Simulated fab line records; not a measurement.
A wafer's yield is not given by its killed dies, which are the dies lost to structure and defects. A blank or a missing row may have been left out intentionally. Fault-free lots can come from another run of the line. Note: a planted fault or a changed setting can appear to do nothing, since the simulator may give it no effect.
fab line records	flow sky130
[record] lots = 12	wafers = 34	last_day = 50
route steps=708 shown SD_P@331 RES_XHIGH@360 LI_CONTACT@363 PAD_OPEN@708
lots that met no fault: taken from a fault-free run of the same line
start_h: the number of hours between the record's first day and the start of the first shown wafer of the lot	wait_h: hours from the lot's prior step to this one	" repeats the value in the row above	L1.1+2: a row that stands for several wafers	- no value present, or no start provided	* or withheld: withheld	< > ~ a bound
route shown NAME@n: NAME is a module with steps in the file, n the number in the route of the first one	usual: average and standard deviation across the fault-free wafers	same: alike in all rows	chamber/n: place in a boat	sites: each site's reading	_std_site: standard deviation of those values	_edge_site: inner sites' mean taken away from outer sites' mean	radius_mm: for every site, how far away it sits from the centre of the wafer	mask NAME#n: copy n	behind: the last tool/chamber to shape the wafer	hold: why the lot went on hold/how many hours it stayed there/how the hold came to an end	device: whichever transistor did not switch (one of n, p or np)	end of line: tests run on the same wafers once the route is complete	for a step that has no rows: nothing shown but its recipe	killed: the dies lost at the first sort to structure and to defects; this is not the yield of the wafer	map: the dies of a wafer, with x for killed, . for not killed, _ for no die there
set.NAME: the setting the step ran with; set.NAME@STEP: the setting that earlier step ran with	model.NAME: the simulator's own value behind a step, which no gauge read
the route's steps for a sample of lots (tables are steps, rows are wafers)
services: the hour from which a tool's chamber was out of use, counted from the record's first day as start_h (under 0 if before that day), plus the number of hours and why
[[steps]]
[step SKY_SD_P_TW_MEAS_11]
[usual] SD_P_TW = 2807/17
lot.wafer	tool	chamber	start_h	wait_h	SD_P_TW
L142.1	film_metro-01	-	606.58	0.1	2816
L142.2	"	-	"	"	2821
L142.3	"	-	"	"	2821
L144.1	film_metro-03	-	633.70	0.1	2806
L144.4	"	-	"	"	2791
L144.6	"	-	"	"	2795
L148.1	film_metro-02	-	647.35	0.1	2810
L148.4	"	-	"	"	2831
L148.6	"	-	"	"	2805
L146.2	film_metro-01	-	649.06	0.1	2826
L146.5	"	-	"	"	2827
L146.6	"	-	"	"	2830
L149.1	film_metro-01	-	660.45	0.1	2827
L149.4	"	-	"	"	2823
L149.6	"	-	"	"	2824
L151.2	film_metro-02	-	683.03	0.1	2806
L151.4	"	-	"	"	2792
L151.5	"	-	"	"	2804
L152.1	film_metro-02	-	683.35	0.1	2786
L152.3	"	-	"	"	2798
L152.5	"	-	"	"	2797
L158.1	film_metro-03	-	722.47	0.1	2787
L158.4	"	-	"	"	2796
L158.5	"	-	"	"	2790
L159.1	film_metro-03	-	732.92	0.1	2793
L159.3	"	-	"	"	2780
L160.2	film_metro-02	-	740.06	0.1	2823
L160.4	"	-	"	"	2829
L164.4	film_metro-02	-	758.35	0.1	2802
L164.5	"	-	"	"	2809
L164.6	"	-	"	"	2801
L165.2	film_metro-01	-	766.46	0.1	2814
L165.3	"	-	"	"	2830
L165.6	"	-	"	"	2828
[step SKY_SD_N_RS_MEAS_18]
[recipe] thk_meas_gauge = four-point-probe
[usual] RES_XHIGH_RS = 333.1/0.98
lot.wafer	tool	chamber	start_h	wait_h	RES_XHIGH_RS[ohm/sq]
L142.1	film_metro-01	-	665.14	0.1	334.8
L142.2	"	-	"	"	333.9
L142.3	"	-	"	"	333.1
L144.1	film_metro-01	-	691.99	0.1	333.1
L144.4	"	-	"	"	335.0
L144.6	"	-	"	"	335.3
L148.1	film_metro-03	-	705.39	0.1	333.3
L148.4	"	-	"	"	333.6
L148.6	"	-	"	"	334.8
L146.2	film_metro-02	-	706.12	0.1	332.1
L146.5	"	-	"	"	331.9
L146.6	"	-	"	"	331.7
L149.1	film_metro-02	-	715.94	0.1	332.0
L149.4	"	-	"	"	332.8
L149.6	"	-	"	"	333.1
L151.2	film_metro-01	-	739.71	0.1	333.6
L151.4	"	-	"	"	333.5
L151.5	"	-	"	"	333.7
L152.1	film_metro-03	-	739.94	0.1	333.8
L152.3	"	-	"	"	333.6
L152.5	"	-	"	"	333.6
L158.1	film_metro-02	-	778.14	0.1	332.2
L158.4	"	-	"	"	332.8
L158.5	"	-	"	"	332.1
L159.1	film_metro-02	-	787.05	0.1	332.4
L159.3	"	-	"	"	331.8
L160.2	film_metro-03	-	794.41	0.1	333.4
L160.4	"	-	"	"	333.5
L164.4	film_metro-02	-	813.05	0.1	332.6
L164.5	"	-	"	"	331.8
L164.6	"	-	"	"	331.5
L165.2	film_metro-03	-	820.46	0.1	332.1
L165.3	"	-	"	"	332.5
L165.6	"	-	"	"	333.6
[step SKY_LI_CONTACT_THK_MEAS_01]
[recipe] reads = PSG_of_LI_CONTACT_HDPCVD_00
[usual] LI_CONTACT_HDPCVD_THK = 927/8.9
lot.wafer	tool	chamber	start_h	wait_h	LI_CONTACT_HDPCVD_THK[nm]
L142.1	film_metro-03	-	665.38	0.1	932
L142.2	"	-	"	"	915
L142.3	"	-	"	"	931
L144.1	film_metro-02	-	692.23	0.1	938
L144.4	"	-	"	"	948
L144.6	"	-	"	"	933
L148.1	film_metro-01	-	705.63	0.1	929
L148.4	"	-	"	"	924
L148.6	"	-	"	"	925
L146.2	film_metro-03	-	706.35	0.1	925
L146.5	"	-	"	"	912
L146.6	"	-	"	"	934
L149.1	film_metro-02	-	716.20	0.1	922
L149.4	"	-	"	"	924
L149.6	"	-	"	"	923
L151.2	film_metro-02	-	739.93	0.1	911
L151.4	"	-	"	"	928
L151.5	"	-	"	"	918
L152.1	film_metro-03	-	740.18	0.1	922
L152.3	"	-	"	"	934
L152.5	"	-	"	"	928
L158.1	film_metro-02	-	778.38	0.1	920
L158.4	"	-	"	"	938
L158.5	"	-	"	"	929
L159.1	film_metro-01	-	787.29	0.1	924
L159.3	"	-	"	"	917
L160.2	film_metro-01	-	794.64	0.1	909
L160.4	"	-	"	"	906
L164.4	film_metro-03	-	813.26	0.0	943
L164.5	"	-	"	"	924
L164.6	"	-	"	"	914
L165.2	film_metro-02	-	820.69	0.1	930
L165.3	"	-	"	"	916
L165.6	"	-	"	"	927
[step SKY_LI_CONTACT_CVD_21]
[recipe] material = W	target_thk_nm = 400	time_s = 120.56	temp_c = 400	pressure_torr = 40
[usual] heater_power_w = 832/42	susceptor_temp_C = 399.97/0.23
lot.wafer	tool	chamber	start_h	wait_h	heater_power_w	susceptor_temp_C
L142.1	cvd_w-01	0	694.19	0.0	819	399.91
L142.2	"	1	"	"	736	399.86
L142.3	"	1	"	"	755	400.19
L144.1	cvd_w-02	0	720.21	0.0	845	399.92
L144.4	"	1	"	"	856	399.31
L144.6	"	1	"	"	858	399.71
L148.1	cvd_w-02	1	734.12	0.0	837	400.23
L148.4	"	0	"	"	843	399.87
L148.6	"	1	"	"	855	400.12
L146.2	cvd_w-01	0	735.56	0.0	807	400.22
L146.5	"	0	"	"	816	400.03
L146.6	"	1	"	"	762	399.74
L149.1	cvd_w-01	1	744.61	0.0	768	400.03
L149.4	"	1	"	"	778	400.00
L149.6	"	0	"	"	819	399.97
L151.2	cvd_w-01	0	767.20	0.0	836	399.72
L151.4	"	0	"	"	838	399.74
L151.5	"	1	"	"	778	399.94
L152.1	cvd_w-02	1	767.60	0.0	881	400.03
L152.3	"	0	"	"	849	400.06
L152.5	"	0	"	"	852	400.23
L158.1	cvd_w-01	1	805.91	0.0	763	399.41
L158.4	"	1	"	"	769	399.62
L158.5	"	1	"	"	768	399.62
L159.1	cvd_w-01	0	814.91	0.0	818	400.29
L159.3	"	0	"	"	815	400.25
L160.2	cvd_w-01	0	822.81	0.0	851	400.50
L160.4	"	1	"	"	751	399.83
L164.4	cvd_w-02	0	840.45	0.1	850	399.96
L164.5	"	0	"	"	826	400.05
L164.6	"	1	"	"	877	400.47
L165.2	cvd_w-02	1	847.50	0.0	894	399.77
L165.3	"	0	"	"	843	400.00
L165.6	"	0	"	"	848	400.23
[step SKY_LI_CONTACT_RS_MEAS_22]
[recipe] thk_meas_gauge = four-point-probe	reads = W_of_LI_CONTACT_CVD_21+TiN_of_LI_CONTACT_SPUTTER_20+Ti_of_LI_CONTACT_SPUTTER_19
[usual] LI_CONTACT_W_RS = 0.285/0.004
lot.wafer	tool	chamber	start_h	wait_h	LI_CONTACT_W_RS[ohm/sq]
L142.1	film_metro-02	-	694.32	0.1	0.275
L142.2	"	-	"	"	0.281
L142.3	"	-	"	"	0.281
L144.1	film_metro-03	-	720.33	0.1	0.287
L144.4	"	-	"	"	0.295
L144.6	"	-	"	"	0.294
L148.1	film_metro-01	-	734.25	0.1	0.284
L148.4	"	-	"	"	0.279
L148.6	"	-	"	"	0.279
L146.2	film_metro-03	-	735.70	0.1	0.281
L146.5	"	-	"	"	0.287
L146.6	"	-	"	"	0.287
L149.1	film_metro-03	-	744.73	0.1	0.283
L149.4	"	-	"	"	0.284
L149.6	"	-	"	"	0.279
L151.2	film_metro-01	-	767.35	0.1	0.280
L151.4	"	-	"	"	0.282
L151.5	"	-	"	"	0.284
L152.1	film_metro-03	-	767.72	0.1	0.292
L152.3	"	-	"	"	0.288
L152.5	"	-	"	"	0.288
L158.1	film_metro-03	-	806.16	0.2	0.254
L158.4	"	-	"	"	0.256
L158.5	"	-	"	"	0.283
L159.1	film_metro-03	-	815.03	0.1	0.252
L159.3	"	-	"	"	0.282
L160.2	film_metro-01	-	822.95	0.1	0.278
L160.4	"	-	"	"	0.253
L164.4	film_metro-01	-	840.59	0.1	0.279
L164.5	"	-	"	"	0.284
L164.6	"	-	"	"	0.286
L165.2	film_metro-03	-	847.65	0.1	0.287
L165.3	"	-	"	"	0.283
L165.6	"	-	"	"	0.280
[step SKY_LI_CONTACT_THK_MEAS_23]
[recipe] thk_meas_gauge = xrf	reads = W_of_LI_CONTACT_CVD_21
[usual] LI_CONTACT_W_THK = 396/6.8
lot.wafer	tool	chamber	start_h	wait_h	LI_CONTACT_W_THK[nm]
L142.1	film_metro-02	-	694.44	0.1	405
L142.2	"	-	"	"	395
L142.3	"	-	"	"	396
L144.1	film_metro-03	-	720.45	0.1	400
L144.4	"	-	"	"	391
L144.6	"	-	"	"	390
L148.1	film_metro-01	-	734.37	0.1	401
L148.4	"	-	"	"	408
L148.6	"	-	"	"	406
L146.2	film_metro-03	-	735.81	0.1	407
L146.5	"	-	"	"	399
L146.6	"	-	"	"	397
L149.1	film_metro-03	-	744.85	0.1	398
L149.4	"	-	"	"	400
L149.6	"	-	"	"	407
L151.2	film_metro-01	-	767.46	0.1	397
L151.4	"	-	"	"	399
L151.5	"	-	"	"	397
L152.1	film_metro-03	-	767.84	0.1	389
L152.3	"	-	"	"	395
L152.5	"	-	"	"	393
L158.1	film_metro-03	-	806.28	0.1	453
L158.4	"	-	"	"	449
L158.5	"	-	"	"	405
L159.1	film_metro-03	-	815.15	0.1	453
L159.3	"	-	"	"	404
L160.2	film_metro-01	-	823.06	0.1	408
L160.4	"	-	"	"	452
L164.4	film_metro-01	-	840.68	0.1	403
L164.5	"	-	"	"	399
L164.6	"	-	"	"	399
L165.2	film_metro-03	-	847.76	0.1	397
L165.3	"	-	"	"	402
L165.6	"	-	"	"	410
[step SKY_LI_CONTACT_CMP_24]
[recipe] stop_on = PSG	t_overpolish_s = 20	down_force_psi = 3.5	platen_rpm = 60	target_thk_nm = 0	pad_velocity_m_s = 0.94248
[usual] motor_current_A = 10.9/1.2	platen_rpm = 60.00/0.038	time_to_endpoint_s = 93/3.8
lot.wafer	tool	chamber	start_h	wait_h	motor_current_A	platen_rpm	time_to_endpoint_s
L142.3	cmp-02	1	694.50	0.0	10.7	60.04	98
L142.1	"	2	"	"	9.7	59.96	99
L142.2	"	0	"	"	10.0	59.97	95
L144.1	cmp-01	1	720.51	0.1	12.8	60.03	83
L144.4	"	3	"	"	13.1	60.02	85
L144.6	"	2	"	"	11.6	59.97	82
L148.1	cmp-02	2	734.43	0.1	10.0	59.99	92
L148.4	"	3	"	"	11.1	60.07	98
L148.6	"	3	"	"	11.6	60.02	100
L146.2	cmp-02	1	735.91	0.1	10.5	60.06	100
L146.6	"	0	"	"	10.5	59.97	96
L146.5	"	1	"	"	10.7	60.05	98
L149.1	cmp-02	2	744.91	0.1	9.9	60.04	93
L149.4	"	0	"	"	10.0	59.97	90
L149.6	"	3	"	"	11.5	59.96	97
L151.2	cmp-01	2	767.56	0.1	11.8	60.01	96
L151.4	"	0	"	"	9.0	60.06	93
L151.5	"	1	"	"	12.2	59.99	96
L152.3	cmp-02	2	767.95	0.1	9.7	60.03	93
L152.1	"	0	"	"	10.5	59.99	92
L152.5	"	1	"	"	10.4	59.97	90
L158.1	cmp-02	0	806.34	0.1	10.1	60.06	104
L158.4	"	2	"	"	9.7	59.96	101
L158.5	"	1	"	"	10.5	59.98	90
L159.3	cmp-01	2	815.31	0.1	11.1	59.97	91
L159.1	"	3	"	"	13.2	60.07	106
L160.2	cmp-01	2	823.21	0.1	11.3	60.01	94
L160.4	"	3	"	"	12.9	60.00	103
L164.4	cmp-02	2	840.94	0.2	10.2	60.00	94
L164.5	"	1	"	"	9.6	59.99	94
L164.6	"	2	"	"	10.2	60.01	93
L165.2	cmp-02	2	847.81	0.0	9.5	60.03	91
L165.3	"	1	"	"	10.2	60.00	95
L165.6	"	2	"	"	9.7	60.02	93
[step SKY_PAD_OPEN_PROBE_99]
[usual] killed_at_M0_to_M3 = 44/6.5	killed_at_M4_up = 3.3/1.9	killed_at_contacts = 24/5.3	killed_at_front_end = 15/4.5	killed_at_other = 0.3/0.58	killed_dies = 87/9.3	killed_open = 48/6.6	killed_short = 39/6.1
[same] gross_dies = 492	killed_at_back_side = 0
lot.wafer	tool	chamber	start_h	wait_h	killed_at_M0_to_M3	killed_at_M4_up	killed_at_contacts	killed_at_front_end	killed_at_other	killed_dies	killed_open	killed_short
L152.1	prober-02	-	1143.13	0.1	45	5	24	11	0	85	43	42
L152.3	prober-02	-	1143.23	0.2	52	2	27	14	0	95	53	42
L152.5	prober-02	-	1143.33	0.2	40	5	35	14	1	95	50	45
L158.1	prober-01	-	1168.23	0.1	41	3	31	16	0	91	48	43
L158.4	prober-01	-	1168.38	0.2	39	1	35	14	1	90	50	40
L158.5	prober-01	-	1168.43	0.2	44	3	27	12	1	87	43	44
L159.1	prober-01	-	1174.88	0.1	42	4	27	17	0	90	57	33
L159.3	prober-01	-	1174.98	0.2	55	4	30	13	0	102	53	49
// killed by level:class
L152.1 VIA1:geometric_particle:open=13 VIA3:geometric_particle:open=8 LI_CONTACT:geometric_particle:open=6 CONTACT:geometric_particle:open=6 METAL2:geometric_particle:short=6 LOCAL_INTERCONNECT:geometric_particle:short=5 CONTACT:geometric_particle:short=5 FIELD_ISO:geometric_particle:short=4
L152.3 VIA1:geometric_particle:open=12 METAL1:geometric_particle:short=10 LI_CONTACT:geometric_particle:open=8 CONTACT:geometric_particle:open=8 METAL3:geometric_particle:short=7 VIA3:geometric_particle:open=6 FIELD_ISO:geometric_particle:short=5 CONTACT:geometric_particle:short=5
L152.5 LI_CONTACT:geometric_particle:open=14 CONTACT:geometric_particle:open=11 METAL2:geometric_particle:short=9 VIA1:geometric_particle:open=7 VIA3:geometric_particle:open=6 METAL1:geometric_particle:short=6 FIELD_ISO:geometric_particle:short=5 FIELD_ISO:geometric_particle:open=4
L158.1 CONTACT:geometric_particle:open=11 VIA1:geometric_particle:open=9 VIA2:geometric_particle:open=8 LI_CONTACT:geometric_particle:open=7 LOCAL_INTERCONNECT:geometric_particle:short=7 METAL2:geometric_particle:short=5 VIA1:geometric_particle:short=4 VIA3:geometric_particle:open=4
L158.4 CONTACT:geometric_particle:open=11 LI_CONTACT:geometric_particle:open=10 VIA1:geometric_particle:open=8 LOCAL_INTERCONNECT:geometric_particle:short=6 CONTACT:geometric_particle:short=6 VIA3:geometric_particle:open=5 VIA1:geometric_particle:short=4 METAL2:geometric_particle:short=4
L158.5 LI_CONTACT:geometric_particle:open=9 VIA1:geometric_particle:open=9 VIA2:geometric_particle:open=7 LOCAL_INTERCONNECT:geometric_particle:short=6 METAL1:geometric_particle:short=6 VIA1:geometric_particle:short=5 METAL2:geometric_particle:short=5 CONTACT:geometric_particle:open=5
L159.1 VIA1:geometric_particle:open=12 LI_CONTACT:geometric_particle:open=10 CONTACT:geometric_particle:open=8 FIELD_ISO:geometric_particle:open=6 POLY_GATE:geometric_particle:open=6 CONTACT:geometric_particle:short=6 VIA3:geometric_particle:open=6 METAL2:geometric_particle:short=5
L159.3 VIA1:geometric_particle:open=13 CONTACT:geometric_particle:open=9 LI_CONTACT:geometric_particle:open=7 CONTACT:geometric_particle:short=7 METAL2:geometric_particle:short=7 VIA1:geometric_particle:short=6 VIA2:geometric_particle:open=6 VIA3:geometric_particle:open=6
[[services]]
tool	chamber	start_h	hours	kind
cvd_w-02	-	710.24	2.0	repair
cvd_w-01	-	728.70	6.0	pm
cmp-01	-	744.48	4.0	pm
cmp-01	-	748.48	-	consumable_replace:conditioner
cmp-01	-	748.48	-	consumable_replace:pad
cmp-02	-	749.33	2.4	pm
cmp-01	-	785.61	3.7	pm
cvd_w-01	0	793.91	14.8	repair
cvd_w-02	0	814.37	3.9	repair
cvd_w-01	-	840.43	0.6	repair
[[key]]
[first_sign] step = SKY_LI_CONTACT_RS_MEAS_22	reading = LI_CONTACT_W_RS	direction = down	sigmas = 8	usual = 0.285	struck = 0.254
[effect] step = SKY_LI_CONTACT_THK_MEAS_23	reading = LI_CONTACT_W_THK	direction = up	sigmas = 8.2	usual = 396	struck = 452
[effect] step = SKY_LI_CONTACT_CMP_24	reading = time_to_endpoint_s	direction = up	sigmas = 2.8	usual = *	struck = *
met_at SKY_LI_CONTACT_CVD_21
struck_lots L158,L159,L160
struck_wafers L158.1,L158.4,L159.1,L160.4
tester_left_out L158,L159,L160
not_acting_at SKY_SD_P_TW_MEAS_11,SKY_SD_N_RS_MEAS_18,SKY_LI_CONTACT_THK_MEAS_01
onset_between 767.20 805.91
[fault] kind = process_parameter_drift	tool = cvd_w-01	chamber = -	onset_h = 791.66	steps = SKY_LI_CONTACT_CVD_21	channel = target_thk_nm	offset = 48.275	shape = step	end_h = 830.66	scope = struck_wafers_only	acts_in = these_recipes_only	stated = 400
// tester_left_out: of these lots the tester's yield and bins aren't shown, on N5 and GAA mostly nor the transistor test; their killed dies are dies lost to structure and defects alone, not to doping, threshold or leakage, so they don't give the yield
